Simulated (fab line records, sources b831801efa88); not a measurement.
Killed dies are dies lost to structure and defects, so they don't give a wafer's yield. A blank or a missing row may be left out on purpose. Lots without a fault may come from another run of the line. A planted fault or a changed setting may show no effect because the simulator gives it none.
Which tool did it? | flow sky130 | 6 lots, 18 wafers sampled, at 3 steps of a route of 708

WHAT THE GAUGES READ, wafer by wafer
SKY_VT_ADJUST_PCH_OVL_MEAS_07.
lot  | measured     | on         | VT_ADJUST_PCH_OVL (nm)
L126 | day 10 11:14 | overlay-02 | 2.2 2.3 1.6
L128 | day 11 01:31 | overlay-02 | 0.6 1.1 1.6
L134 | day 13 15:17 | overlay-02 | -1.1 -0.6 -1.5
L139 | day 15 02:29 | overlay-01 | 1.8 0.5 1.2
L144 | day 16 11:29 | overlay-01 | -0.1 -1.3 0.6
L146 | day 16 23:47 | overlay-01 | 0.2 3.8 2.4

WHICH TOOL RAN EACH LOT (tool, then ch and the chambers of the sampled wafers, then the start)
lot  | SKY_PWDE_COAT_02                 | SKY_PWDE_STRIP_09
L126 | litho_track-02 ch 0, day 3 15:46 | plasma_asher-03 ch 1, day 4 00:40
L128 | litho_track-04 ch 0, day 4 01:50 | plasma_asher-01 ch 0,1, day 4 10:31
L134 | litho_track-03 ch 0, day 5 21:32 | plasma_asher-04 ch 0,1, day 6 06:58
L139 | litho_track-04 ch 0, day 6 22:25 | plasma_asher-01 ch 0,1, day 7 08:42
L144 | litho_track-04 ch 0, day 7 22:38 | plasma_asher-01 ch 0,1, day 8 08:20
L146 | litho_track-03 ch 0, day 8 06:14 | plasma_asher-04 ch 0,1, day 8 16:33
- SKY_PWDE_COAT_02: resist thk 3000 nm.
- SKY_PWDE_STRIP_09: strips in O2/N2.

THE ANSWER, worked out from the rows above alone
Rule: what is usual is taken from the lots themselves. Put in order of their means at a reading, lots are off if they are a third of the lots or fewer, leave a main group of 4 or more, and stand apart from it by a gap of 3 or more times the standard deviation of the main group's means; of several such gaps the widest counts. A main group whose means are all the same, to the digits that the tables above print for the reading, isn't used. A lot without any number at a reading at which 4 lots or more have one is off too. The other lots that the step has rows for count as sound.
No lot is off at any reading shown: from this, nothing can be told.

WHAT THE SIMULATOR HAD PUT IN
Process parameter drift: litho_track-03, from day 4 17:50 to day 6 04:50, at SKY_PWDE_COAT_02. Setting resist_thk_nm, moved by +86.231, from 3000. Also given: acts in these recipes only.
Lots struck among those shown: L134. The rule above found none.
